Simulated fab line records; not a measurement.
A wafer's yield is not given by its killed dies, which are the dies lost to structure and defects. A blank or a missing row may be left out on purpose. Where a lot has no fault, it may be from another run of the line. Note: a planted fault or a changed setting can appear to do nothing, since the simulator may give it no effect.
Matching of chambers :: flow sky130 :: cmp-01 running SKY_VIA2_CMP_24: 4 sister chambers
The step polishes, stops on SiO2, t overpolish 20 s, target thk 0 nm. 4 wafers are shown with their chamber, then 12 later ones without.

## WAFERS, EACH WITH ITS CHAMBER
wafer: L087.6
chamber: 0
motor current A (A): 11.6

wafer: L089.1
chamber: 1
motor current A (A): 11.1

wafer: L089.2
chamber: 2
motor current A (A): 12.0

wafer: L089.4
chamber: 3
motor current A (A): 12.1

## WAFERS WITHOUT THEIR CHAMBER
wafer: L092.1
motor current A (A): 10.9

wafer: L092.3
motor current A (A): 11.7

wafer: L092.4
motor current A (A): 11.2

wafer: L094.2
motor current A (A): 11.6

wafer: L094.4
motor current A (A): 11.7

wafer: L094.6
motor current A (A): 12.3

wafer: L093.4
motor current A (A): 12.2

wafer: L093.5
motor current A (A): 12.2

wafer: L093.6
motor current A (A): 10.8

wafer: L097.3
motor current A (A): 12.0

wafer: L097.4
motor current A (A): 10.1

wafer: L097.5
motor current A (A): 11.9

## EACH ONE'S CHAMBER
wafer: L092.1
from the rows above: can't be placed: 1 or 0
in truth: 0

wafer: L092.3
from the rows above: can't be placed: 0 or 2 or 3 or 1
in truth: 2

wafer: L092.4
from the rows above: can't be placed: 1 or 0
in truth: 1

wafer: L094.2
from the rows above: can't be placed: 0 or 2 or 1 or 3
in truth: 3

wafer: L094.4
from the rows above: can't be placed: 0 or 2 or 3 or 1
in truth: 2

wafer: L094.6
from the rows above: can't be placed: 3 or 2 or 0
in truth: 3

wafer: L093.4
from the rows above: can't be placed: 3 or 2 or 0
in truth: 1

wafer: L093.5
from the rows above: can't be placed: 3 or 2 or 0
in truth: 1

wafer: L093.6
from the rows above: can't be placed: 1 or 0
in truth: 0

wafer: L097.3
from the rows above: can't be placed: 2 or 3 or 0
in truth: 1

wafer: L097.4
from the rows above: can't be placed: 1 or 0
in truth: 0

wafer: L097.5
from the rows above: can't be placed: 2 or 3 or 0
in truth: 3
Correct placement for 0 of the 12. From these rows, 12 cannot be placed; in 9 the true chamber is one of the candidates. Wrongly placed: 0.
How it was worked out, from the rows above alone: a wafer's distance from a chamber is the root of the sum, over the readings, of the square of ((its reading less the chamber's mean) divided by the reading's scatter). If the next closest chamber is less than 2 further off than the closest, the wafer can't be placed; otherwise it belongs to the closest. For every chamber, the mean is computed from those of its wafers that are shown. The scatter (one wafer shown for each chamber): square how far every hidden wafer sits from the nearest shown wafer, average those squares and take the square root.
